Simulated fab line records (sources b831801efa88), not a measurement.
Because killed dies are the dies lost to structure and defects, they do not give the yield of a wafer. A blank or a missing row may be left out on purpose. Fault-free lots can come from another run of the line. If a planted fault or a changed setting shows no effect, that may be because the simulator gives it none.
A struck lot beside a sound one / flow sky130 / 20 steps out of a route of 708
Sound: wafers L516.1, L516.2, L516.6. Struck: wafer L515.2 (L515.3, L515.4, from the same lot, were not struck and are left out); the cause is given at the end.
Each step with rows lists, per side, the tool, then ch with its chambers, then its first start. Under that, the readings that differ: sound wafers / struck wafers / difference of the means / sigmas: that difference in standard deviations of wafers without a fault.
alike: same words and numbers on both sides, and readings whose means sit less than 2 such deviations apart. not compared: any withheld reading, any reading some wafer has no value for, any bound like >300 that may hide the same value, and any number with overlapping values for which the record gives no deviation.
Wherever a step has rows on one side only, a row that says differs or no value, or a row with sigmas, the two part there. Non-overlapping numbers with no deviation appear without sigmas and do not part them. A reading missing from all wafers of one side parts the sides only when that side holds two or more wafers.

SKY_GATE_OXIDE_OVL_MEAS_10:
  sound on overlay-02 at day 15 22:16; struck on overlay-02 at day 15 15:34
  alike: GATE_OXIDE_OVL
then, 2 steps without rows for these wafers: SKY_GATE_OXIDE_IMPLANT_11; SKY_GATE_OXIDE_WET_ETCH_12 (etches SiO2 in dHF, target depth 16.8 nm, time 336 s).
SKY_GATE_OXIDE_STRIP_13: strips in O2/N2.
  sound on plasma asher-02 ch 0,1, day 15 22:34; struck on plasma asher-03 ch 1, day 15 15:51
reading=drypump motor current A (A); sound=5.2 6.2 6.2; struck=5.0; difference=-0.9; sigmas=-2
  alike: oes product au, strip time to endpoint s
  not compared: rf hours counter h
SKY_GATE_OXIDE_TW_MEAS_14:
  sound on film metro-01 at day 15 22:40; struck on film metro-01 at day 15 15:58
  alike: GATE_OXIDE_TW
then, 3 steps without rows for these wafers: SKY_GATE_OXIDE_CLEAN_15 (cleans in SC1/SC2, time 150 s); SKY_GATE_OXIDE_OXIDATION_16 (stabilise 600 s, purge 300 s, target thk 3.57 nm); SKY_POLY_GATE_CVD_00 (deposits poly-Si, target thk 180 nm, time 720 s).
SKY_POLY_GATE_THK_MEAS_01:
  sound on film metro-02 at day 16 01:46; struck on film metro-02 at day 15 19:20
  alike: POLY_GATE_CVD_00_THK
then, 3 steps without rows for these wafers: SKY_RES_PROTECT_DEHYDRATE_00 (time 60 s); SKY_RES_PROTECT_HMDS_01 (prime time 60 s); SKY_RES_PROTECT_COAT_02 (resist thk 1140 nm).
SKY_RES_PROTECT_SOFTBAKE_03: time 60 s.
  sound on litho track-03 ch 0, day 16 15:22; struck on litho track-04 ch 0, day 16 09:29
reading=heater power total W (W); sound=56.59 56.59 56.58; struck=78.38; difference=+21.79; sigmas=+99 or more
reading=run length s (s); sound=89.42 89.30 89.29; struck=50.52; difference=-38.82; sigmas=-99 or more
then, 2 steps without rows for these wafers: SKY_RES_PROTECT_EXPOSE_04 (exposes mask RPM, target cd 1270 nm); SKY_RES_PROTECT_PEB_05.
SKY_RES_PROTECT_DEVELOP_06: develop time 60 s.
  sound on litho track-02 ch 0, day 17 06:08; struck on litho track-03 ch 0, day 16 23:20
reading=model.NOVOLAK_of_RES_PROTECT_COAT_02.thk nm (nm); sound=1141 1141 1142; struck=1172; difference=+31; sigmas=
then, 1 step without rows for these wafers: SKY_POLY_GATE_IMPLANT_02.
SKY_RES_PROTECT_STRIP_07: strips in O2/N2.
  sound on plasma asher-02 ch 0,1, day 17 06:26; struck on plasma asher-03 ch 1, day 16 23:37
reading=strip time to endpoint s (s); sound=23.32 23.32 23.33; struck=23.63; difference=+0.31; sigmas=+8
  alike: drypump motor current A, oes product au
  not compared: rf hours counter h
SKY_RES_PROTECT_TW_MEAS_08:
  sound on film metro-04 at day 17 06:32; struck on film metro-03 at day 16 23:43
  alike: POLY_GATE_TW
-- a jump in the record: the struck wafers' starts before and after are 30 days apart (it breaks off in module RES_PROTECT and resumes in module PAD_OPEN, where the first step shown is number 708 of the route) --
SKY_PAD_OPEN_PROBE_99:
  sound on prober-02 at day 47 08:05; struck on prober-01 at day 47 05:20
  alike: killed_at_M0_to_M3, killed_at_M4_up, killed at contacts, killed at front end, killed at other, killed dies, killed open, killed short

== WHERE THEY PART ==
At SKY_GATE_OXIDE_STRIP_13 first; at SKY_RES_PROTECT_STRIP_07 last (within this record only). Later steps at which nothing parts them and some readings are alike: SKY_RES_PROTECT_TW_MEAS_08, SKY_PAD_OPEN_PROBE_99.

WHY: the cause the simulator had injected
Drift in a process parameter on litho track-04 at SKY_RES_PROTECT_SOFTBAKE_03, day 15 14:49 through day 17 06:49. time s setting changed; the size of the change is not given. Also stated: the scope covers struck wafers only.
